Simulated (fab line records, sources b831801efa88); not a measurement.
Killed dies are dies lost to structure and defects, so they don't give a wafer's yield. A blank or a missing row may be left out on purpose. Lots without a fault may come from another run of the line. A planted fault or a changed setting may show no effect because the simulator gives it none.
Which tool did it? | flow gf180mcu | 6 lots, 18 wafers sampled, at 2 steps of a route of 602

WHAT THE GAUGES READ, wafer by wafer
GF_VT_IMPLANT_TW_MEAS_43.
lot  | measured     | on            | VT_IMPLANT_4_TW
L110 | day 8 16:22  | film_metro-03 | 683 686 686
L113 | day 9 15:05  | film_metro-03 | 687 688 689
L115 | day 10 00:50 | film_metro-03 | 560 562 564 561 562 561
L123 | day 12 08:49 | film_metro-03 | 686 689 685
L126 | day 13 03:48 | film_metro-02 | 690 692 691
L128 | day 13 16:49 | film_metro-04 | 685 686 682

WHICH TOOL RAN EACH LOT (tool, then ch and the chambers of the sampled wafers, then the start)
lot  | GF_VT_IMPLANT_IMPLANT_41
L110 | implanter-02 ch 0, day 8 16:07
L113 | implanter-04 ch 0, day 9 14:50
L115 | implanter-02 ch 0, day 10 00:35
L123 | implanter-01 ch 0, day 12 08:34
L126 | implanter-02 ch 0, day 13 03:33
L128 | implanter-04 ch 0, day 13 16:34
- GF_VT_IMPLANT_IMPLANT_41

THE ANSWER, worked out from the rows above alone
Rule: what is usual is taken from the lots themselves. Put in order of their means at a reading, lots are off if they are a third of the lots or fewer, leave a main group of 4 or more, and stand apart from it by a gap of 3 or more times the standard deviation of the main group's means; of several such gaps the widest counts. A main group whose means are all the same, to the digits that the tables above print for the reading, isn't used. A lot without any number at a reading at which 4 lots or more have one is off too. The other lots that the step has rows for count as sound.
Off: L115, at GF_VT_IMPLANT_TW_MEAS_43 (VT_IMPLANT_4_TW). The main group: mean 687, standard deviation 2.4.
A tool fits if, at a process step before that reading, it ran every lot that is off, and no sound lot after the first of them. The gauges at GF_VT_IMPLANT_TW_MEAS_43 are tried like those tools. None of those tried fits.

WHAT THE SIMULATOR HAD PUT IN
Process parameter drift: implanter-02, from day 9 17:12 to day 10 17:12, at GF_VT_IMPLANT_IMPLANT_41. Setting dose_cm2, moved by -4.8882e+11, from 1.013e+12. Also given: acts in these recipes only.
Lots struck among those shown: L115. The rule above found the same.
